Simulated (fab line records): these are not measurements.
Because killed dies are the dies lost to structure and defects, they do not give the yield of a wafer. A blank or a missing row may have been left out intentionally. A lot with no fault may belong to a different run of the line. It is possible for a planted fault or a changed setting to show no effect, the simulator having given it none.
Split-lot experiment | flow gf180mcu | route with 602 steps; 5 lots, 23 wafers read

## THE SPLIT
At GF_CONTACT_SPUTTER_23 (material TiN, target thk 10 nm, time 40 s), the setting time s was moved away from the recipe's 40 s on 12 of the 23 wafers read, by -10.4% to +6.7%. This setting was run at the recipe's value on the other wafers.

Reading taken at the split's own step.

## THE READING
TiN_of_CONTACT_SPUTTER_23.thk nm (the simulator's own value, which no gauge read), in nm, at GF_CONTACT_SPUTTER_23 (material TiN, target thk 10 nm, time 40 s). The file gives no usual value for it. The 11 wafers here that ran the recipe average 9.888 nm, standard deviation 0.11 nm.

wafer  | tool, chamber at the split | time s as run, s | against the recipe | TiN_of_CONTACT_SPUTTER_23.thk nm, nm | against lot-mates on the recipe
L074.1 | pvd sputter-04, -          | 35.86            | -10.4%             | 8.928                                | -1.028
L074.2 | pvd sputter-04, -          | 35.86            | -10.4%             | 8.997                                | -0.959
L074.3 | pvd sputter-04, -          | 40               | recipe             | 9.793                                | -
L074.5 | pvd sputter-04, -          | 35.86            | -10.4%             | 9.001                                | -0.955
L074.6 | pvd sputter-04, -          | 40               | recipe             | 10.12                                | -
L076.1 | pvd sputter-03, -          | 40               | recipe             | 9.939                                | -
L076.3 | pvd sputter-03, -          | 40               | recipe             | 9.793                                | -
L076.6 | pvd sputter-03, -          | 40               | recipe             | 9.969                                | -
L080.1 | pvd sputter-04, -          | 42.69            | +6.7%              | 10.38                                | +0.436
L080.2 | pvd sputter-04, -          | 42.69            | +6.7%              | 10.43                                | +0.486
L080.3 | pvd sputter-04, -          | 40               | recipe             | 10.01                                | -
L080.4 | pvd sputter-04, -          | 42.69            | +6.7%              | 10.69                                | +0.746
L080.5 | pvd sputter-04, -          | 40               | recipe             | 9.878                                | -
L082.1 | pvd sputter-01, -          | 42.15            | +5.4%              | 10.23                                | +0.372
L082.2 | pvd sputter-01, -          | 42.15            | +5.4%              | 10.6                                 | +0.742
L082.3 | pvd sputter-01, -          | 40               | recipe             | 9.946                                | -
L082.4 | pvd sputter-01, -          | 42.15            | +5.4%              | 10.33                                | +0.472
L082.6 | pvd sputter-01, -          | 40               | recipe             | 9.771                                | -
L083.1 | pvd sputter-03, -          | 42.36            | +5.9%              | 10.42                                | +0.648
L083.3 | pvd sputter-03, -          | 40               | recipe             | 9.785                                | -
L083.4 | pvd sputter-03, -          | 42.36            | +5.9%              | 10.29                                | +0.518
L083.5 | pvd sputter-03, -          | 40               | recipe             | 9.759                                | -
L083.6 | pvd sputter-03, -          | 42.36            | +5.9%              | 10.36                                | +0.588

FIT RESULTS
A straight line over all 23 wafers: TiN_of_CONTACT_SPUTTER_23.thk nm changes by +0.088 nm for each +1% of time s; r = +0.97; the points scatter about the line by 0.12 nm.
The same after taking each lot's own level away (the mean of its wafers on the recipe; 23 wafers): +0.0935 nm for each +1%; r = +0.98; scatter 0.11 nm.
Per that fit: largest time s move, reading shift of 0.97 nm.
From 9.7720 to 9.9565 nm: that is the span of the lots' own levels, equal to 1.6 times the standard deviation above.
Consequently the slope shifts little with the lot-to-lot level, the two slopes agreeing.
Check: for one of the wafers moved furthest among these (-10.4%), held out of the fit, the line's prediction against its lot-mates is -0.953 nm. It came out at -1.03 nm against them.

## FURTHER SPLITS ON THESE WAFERS
Other splits were also applied to these wafers ahead of the reading. Each is held against what the fit with the lots' levels taken away leaves over:
other split on the same wafers       | wafers away from the commonest value | r with TiN_of_CONTACT_SPUTTER_23.thk nm (lot level and that fit taken away)
GF_PSD_DEVELOP_06 dev temp c         | 12                                   | -0.04
GF_SAB_CVD_00 time s                 | 8                                    | +0.13
GF_SAB_DEVELOP_08 develop time s     | 10                                   | +0.13
GF_SALICIDE_SPUTTER_03 time s        | 6                                    | -0.08
GF_CONTACT_CVD_00 sih4 flow sccm     | 11                                   | -0.05
GF_CONTACT_CMP_04 leave above ref nm | 5                                    | -0.19

## FILE'S OWN FIT
TiN_of_CONTACT_SPUTTER_23.thk nm changes by +0.0933 nm for each +1% of time s, r = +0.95.
